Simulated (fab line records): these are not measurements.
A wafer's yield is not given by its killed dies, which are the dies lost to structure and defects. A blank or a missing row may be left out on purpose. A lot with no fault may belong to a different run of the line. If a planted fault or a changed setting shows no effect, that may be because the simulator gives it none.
Chamber matching    flow sky130    4 sister chambers for SKY_VIA1_ETCH_15 on rie_diel-03
The step etches SiO2 in C4F8/O2/Ar, stops on TiN, target depth 351 nm, time 54 s. 8 wafers are shown with their chamber, then 12 later ones without.

== WAFERS, EACH WITH ITS CHAMBER ==
wafer   chamber  oes_product_au (a.u.)
L082.5  3        0.980
L084.1  1        0.979
L084.6  1        0.985
L085.3  0        0.983
L085.6  2        0.985
L087.2  0        0.983
L087.5  2        0.982
L087.6  3        0.975

== WAFERS MISSING THEIR CHAMBER ==
wafer   oes_product_au (a.u.)
L091.1  0.986
L091.2  0.982
L091.3  0.982
L091.4  0.978
L091.5  0.977
L091.6  0.990
L094.2  0.979
L094.3  0.971
L094.6  0.972
L095.3  0.985
L095.4  0.983
L095.5  0.980

== WHICH CHAMBER EACH WENT THROUGH ==
wafer   from the rows above                in truth
L091.1  can't be placed: 2 or 0 or 1       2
L091.2  can't be placed: 1 or 0 or 2 or 3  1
L091.3  can't be placed: 1 or 0 or 2 or 3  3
L091.4  can't be placed: 3 or 1 or 0 or 2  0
L091.5  can't be placed: 3 or 1 or 0       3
L091.6  can't be placed: 2 or 0 or 1       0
L094.2  can't be placed: 3 or 1 or 0 or 2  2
L094.3  can't be placed: 3 or 1 or 0       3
L094.6  can't be placed: 3 or 1 or 0       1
L095.3  can't be placed: 2 or 0 or 1       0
L095.4  can't be placed: 0 or 2 or 1 or 3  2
L095.5  can't be placed: 1 or 3 or 0 or 2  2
Correct placement for 0 of the 12. Cannot be placed on the basis of these rows: 12; the candidates contain the true chamber in 12. 0 placed wrongly.
How it was worked out, from the rows above alone: a wafer's distance from a chamber is the root of the sum, over the readings, of the square of ((its reading less the chamber's mean) divided by the reading's scatter). The wafer belongs to the nearest chamber; if the next one is less than 2 further off, it can't be placed. Each chamber's mean is taken over the wafers shown for it. The scatter: take each reading less its chamber's mean, square it, sum over the shown wafers, divide by the number of wafers less the number of chambers, and take the root.
